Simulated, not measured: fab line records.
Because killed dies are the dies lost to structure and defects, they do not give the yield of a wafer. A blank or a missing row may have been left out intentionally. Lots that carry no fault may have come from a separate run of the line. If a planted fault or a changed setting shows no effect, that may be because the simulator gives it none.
Which tool was responsible? :: flow sfq line :: 41 wafers from 14 lots sampled at 3 of the route's 325 steps

WHAT THE GAUGES SHOWED, per wafer
SFQ_I6_BOW_MEAS_941. Usual: I6_BOW gives 7 um (standard deviation 13).
lot: L501
measured: day 64 16:05
on: film metro-01
I6_BOW (um): 3 9 -6
flag: 

lot: L502
measured: day 65 07:40
on: film metro-03
I6_BOW (um): 2 8 12
flag: 

lot: L503
measured: day 65 23:16
on: film metro-04
I6_BOW (um): 5 -7 -8
flag: 

lot: L504
measured: day 66 10:05
on: film metro-01
I6_BOW (um): -3 -3 0
flag: 

lot: L506
measured: day 66 19:41
on: film metro-04
I6_BOW (um): -16 -6 0
flag: 

lot: L513
measured: day 69 18:17
on: film metro-03
I6_BOW (um): -4 -11 -1
flag: 

lot: L514
measured: day 70 07:59
on: film metro-03
I6_BOW (um): 31 22 2
flag: 

lot: L515
measured: day 70 11:21
on: film metro-04
I6_BOW (um): 30 24
flag: 

lot: L516
measured: day 70 17:22
on: film metro-01
I6_BOW (um): 15 23 20
flag: 

lot: L518
measured: day 72 00:17
on: film metro-03
I6_BOW (um): 15 5 18
flag: 

lot: L519
measured: day 72 10:53
on: film metro-01
I6_BOW (um): -3 27 13
flag: 

lot: L521
measured: day 73 18:43
on: film metro-04
I6_BOW (um): -5 -4 -2
flag: 

lot: L522
measured: day 73 20:19
on: film metro-03
I6_BOW (um): 12 13 12
flag: 

lot: L524
measured: day 74 04:38
on: film metro-03
I6_BOW (um): 29 23 16
flag: 

SFQ_M7_RS_MEAS_943: measures by four-point-probe. Usual: M7_NB_RS gives 0.890 ohm/sq (standard deviation 0.0071).
lot: L501
measured: day 69 17:41
on: film metro-01
M7_NB_RS (ohm/sq): 0.899 0.885 0.895
flag: 

lot: L502
measured: day 70 06:52
on: film metro-04
M7_NB_RS (ohm/sq): 0.875 0.889 0.884
flag: 

lot: L503
measured: day 70 19:00
on: film metro-04
M7_NB_RS (ohm/sq): 0.873 0.878 0.881
flag: 

lot: L504
measured: day 71 03:25
on: film metro-02
M7_NB_RS (ohm/sq): 0.886 0.882 0.880
flag: 

lot: L506
measured: day 71 09:38
on: film metro-01
M7_NB_RS (ohm/sq): 0.897 0.897 0.896
flag: 

lot: L513
measured: day 73 16:15
on: film metro-02
M7_NB_RS (ohm/sq): 0.896 0.889 0.885
flag: 

lot: L514
measured: day 74 03:14
on: film metro-02
M7_NB_RS (ohm/sq): 0.883 0.877 0.886
flag: 

lot: L515
measured: day 74 06:39
on: film metro-04
M7_NB_RS (ohm/sq): 1.023 1.034
flag: OFF

lot: L516
measured: day 74 11:28
on: film metro-01
M7_NB_RS (ohm/sq): 1.026 1.024 1.008
flag: OFF

lot: L518
measured: day 75 23:01
on: film metro-04
M7_NB_RS (ohm/sq): 0.896 0.888 0.890
flag: 

lot: L519
measured: day 76 08:39
on: film metro-02
M7_NB_RS (ohm/sq): 0.890 0.895 0.900
flag: 

lot: L521
measured: day 77 17:05
on: film metro-01
M7_NB_RS (ohm/sq): 0.888 0.883 0.893
flag: 

lot: L522
measured: day 77 19:31
on: film metro-02
M7_NB_RS (ohm/sq): 0.891 0.891 0.893
flag: 

lot: L524
measured: day 78 02:43
on: film metro-01
M7_NB_RS (ohm/sq): 0.889 0.892 0.899
flag: 

TOOL THAT RAN EACH LOT (tool first, then ch and the chambers of the sampled wafers, then the start)
lot: L501
SFQ_TRILAYER_M7_DEP_SPUTTER_175: pvd sputter-05, day 69 17:35

lot: L502
SFQ_TRILAYER_M7_DEP_SPUTTER_175: pvd sputter-04, day 70 06:47

lot: L503
SFQ_TRILAYER_M7_DEP_SPUTTER_175: pvd sputter-05, day 70 18:55

lot: L504
SFQ_TRILAYER_M7_DEP_SPUTTER_175: pvd sputter-04, day 71 03:19

lot: L506
SFQ_TRILAYER_M7_DEP_SPUTTER_175: pvd sputter-04, day 71 09:31

lot: L513
SFQ_TRILAYER_M7_DEP_SPUTTER_175: pvd sputter-04, day 73 16:08

lot: L514
SFQ_TRILAYER_M7_DEP_SPUTTER_175: pvd sputter-04, day 74 03:09

lot: L515
SFQ_TRILAYER_M7_DEP_SPUTTER_175: pvd sputter-06, day 74 06:32

lot: L516
SFQ_TRILAYER_M7_DEP_SPUTTER_175: pvd sputter-06, day 74 11:20

lot: L518
SFQ_TRILAYER_M7_DEP_SPUTTER_175: pvd sputter-05, day 75 22:54

lot: L519
SFQ_TRILAYER_M7_DEP_SPUTTER_175: pvd sputter-04, day 76 08:31

lot: L521
SFQ_TRILAYER_M7_DEP_SPUTTER_175: pvd sputter-04, day 77 17:00

lot: L522
SFQ_TRILAYER_M7_DEP_SPUTTER_175: pvd sputter-05, day 77 19:24

lot: L524
SFQ_TRILAYER_M7_DEP_SPUTTER_175: pvd sputter-05, day 78 02:37
- SFQ_TRILAYER_M7_DEP_SPUTTER_175: material Nb, target thk 200 nm, time 133.3 s.

WHAT THE TOOLS THEMSELVES READ (means of the sampled wafers that have a number; where no wafer has one, the mark that the record gives instead)
SFQ_TRILAYER_M7_DEP_SPUTTER_175. Usual: throttle valve pct 30.5 %, standard deviation 1.1.
lot: L501
tool: pvd sputter-05
throttle valve pct (%): 30.5
flag: 

lot: L502
tool: pvd sputter-04
throttle valve pct (%): 31.5
flag: 

lot: L503
tool: pvd sputter-05
throttle valve pct (%): 30.5
flag: 

lot: L504
tool: pvd sputter-04
throttle valve pct (%): 31.2
flag: 

lot: L506
tool: pvd sputter-04
throttle valve pct (%): 30.1
flag: 

lot: L513
tool: pvd sputter-04
throttle valve pct (%): 31.1
flag: 

lot: L514
tool: pvd sputter-04
throttle valve pct (%): 31.4
flag: 

lot: L515
tool: pvd sputter-06
throttle valve pct (%): 30.3
flag: 

lot: L516
tool: pvd sputter-06
throttle valve pct (%): 31.0
flag: 

lot: L518
tool: pvd sputter-05
throttle valve pct (%): 29.8
flag: 

lot: L519
tool: pvd sputter-04
throttle valve pct (%): 30.4
flag: 

lot: L521
tool: pvd sputter-04
throttle valve pct (%): 31.2
flag: 

lot: L522
tool: pvd sputter-05
throttle valve pct (%): 30.4
flag: 

lot: L524
tool: pvd sputter-05
throttle valve pct (%): 30.4
flag: 

THE ANSWER, worked out from the rows above alone
Rule: take the mean of a lot's wafers that have a number; if it is more than 3 standard deviations from the usual mean, the lot is off. A lot without any number at a reading at which 4 lots or more have one is off too. Any other lot the step has rows for is counted as sound. Order of review: gauges by route order, followed by the tools' own readings, for which a lot's mean as printed above is used. At the first step where some lot is off, the reading lying furthest off is the one used; lots without a number count as furthest.
Off: at SFQ_M7_RS_MEAS_943 (M7_NB_RS), L515, L516.
If a tool, at a process step before that reading, ran all the lots that are off and no sound lot after the first of them, it fits. The gauges at SFQ_M7_RS_MEAS_943 are tried like those tools. One candidate fits, namely pvd sputter-06 at SFQ_TRILAYER_M7_DEP_SPUTTER_175. It ran no sound lot before its first lot that is off in this sample, so the start can't be narrowed down.

WHAT HAD BEEN PUT IN BY THE SIMULATOR
Site profile drift: pvd sputter-06, from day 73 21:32 on, at SFQ_TRILAYER_M7_DEP_SPUTTER_175. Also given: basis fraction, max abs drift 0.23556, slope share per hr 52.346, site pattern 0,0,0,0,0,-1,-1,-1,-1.
Shown lots that were struck: L515, L516. The rule above found the same.
